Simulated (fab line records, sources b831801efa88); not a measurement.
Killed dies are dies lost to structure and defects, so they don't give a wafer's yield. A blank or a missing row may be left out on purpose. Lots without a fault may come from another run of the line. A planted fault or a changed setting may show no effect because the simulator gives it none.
A struck lot beside a sound one | flow sky130 | 15 steps out of a route of 708
Sound: wafers L915.1, L915.3, L915.6. Struck: wafers L922.4, L922.5, L922.6. The cause comes at the end.
At each step with rows: each side's tool, then ch and its chambers, then its first start. Under that, the readings that differ: sound wafers | struck wafers | difference of the means | sigmas: that difference in standard deviations of wafers without a fault.
alike: readings whose means differ by less than 2 such deviations, and words and numbers that are the same on both sides. not compared: withheld readings, readings that some wafer has no value for, bounds like >300 that may hide the same value, and numbers for which the record gives no deviation and whose values overlap.
The two part at a step that has a row with sigmas, a row that says differs or no value, or rows on one side only. Numbers that don't overlap but have no deviation are shown without sigmas and don't part them. A reading that every wafer of one side lacks parts them only if that side has two wafers or more.

first, 2 steps without rows for these wafers: SKY_POLY_GATE_CLEAN_19 (cleans in SC1/SC2, time 150 s); SKY_POLY_GATE_OXIDATION_20 (stabilise 600 s, purge 300 s, target thk 4 nm).
SKY_POLY_GATE_THK_MEAS_21:
  sound on film_metro-03, day 19 18:16; struck on film_metro-02, day 20 15:12
  alike: POLY_GATE_OXIDATION_THK
SKY_POLY_GATE_CD_MEAS_22:
  sound on cd_sem-01, day 19 18:19; struck on cd_sem-02, day 20 15:25
  alike: cd_nm
then, 7 steps without rows for these wafers: SKY_LDD_N_DEHYDRATE_00 (time 60 s); SKY_LDD_N_HMDS_01 (prime time 60 s); SKY_LDD_N_COAT_02 (resist thk 300 nm); SKY_LDD_N_SOFTBAKE_03 (time 60 s); SKY_LDD_N_EXPOSE_04 (exposes mask NTM, target cd 840 nm); SKY_LDD_N_PEB_05; SKY_LDD_N_DEVELOP_06 (develop time 60 s).
SKY_LDD_N_OVL_MEAS_07:
  sound on overlay-02, day 21 01:13; struck on overlay-02, day 21 21:44
  alike: LDD_N_OVL
SKY_LDD_N_IMPLANT_08:
  sound on implanter-01 ch 0, day 21 01:16; struck on implanter-03 ch 0, day 21 21:50
  reading                          | sound                      | struck                       | difference | sigmas
  beam_on_s (s)                    | 10.2 10.1 10.3             | 12.3 12.2 12.2               | +2.0       | +5
  end_station_pressure_torr (Torr) | 5.08e-06 5.22e-06 4.92e-06 | 7.665e-05 8.159e-05 8.18e-05 | +7.494e-05 | +99 or more
  faraday_current_uA               | 415 418 410                | 340 339 340                  | -75        | -4
then, 1 step without rows for these wafers: SKY_LDD_N_IMPLANT_09.
-- the record jumps here: 27 days lie between the struck wafers' starts before and after (it left off in module LDD_N and takes up again in module PAD_OPEN, whose first step shown is number 708 of the route) --
SKY_PAD_OPEN_PROBE_99:
  sound on prober-02, day 48 06:28; struck on prober-01, day 48 15:47
  reading                     | sound             | struck          | difference | sigmas
  model.etest.tip_n.rs_ohm_sq | 447.6 447.8 448.6 | 428 430.4 428.3 | -19        |
  alike: killed_at_M0_to_M3, killed_at_M4_up, killed_at_contacts, killed_at_front_end, killed_at_other, killed_dies, killed_open, killed_short

WHERE THEY PART
Only at SKY_LDD_N_IMPLANT_08, within this record. Later steps at which nothing parts them and some readings are alike: SKY_PAD_OPEN_PROBE_99.

WHY: what the simulator had put in
Process parameter drift: implanter-03, from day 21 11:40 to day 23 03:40, at SKY_LDD_N_IMPLANT_08. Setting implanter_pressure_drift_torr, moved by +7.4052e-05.
Process parameter drift: implanter-03, from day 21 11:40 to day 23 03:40, at SKY_LDD_N_IMPLANT_08. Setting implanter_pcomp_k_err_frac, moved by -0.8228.
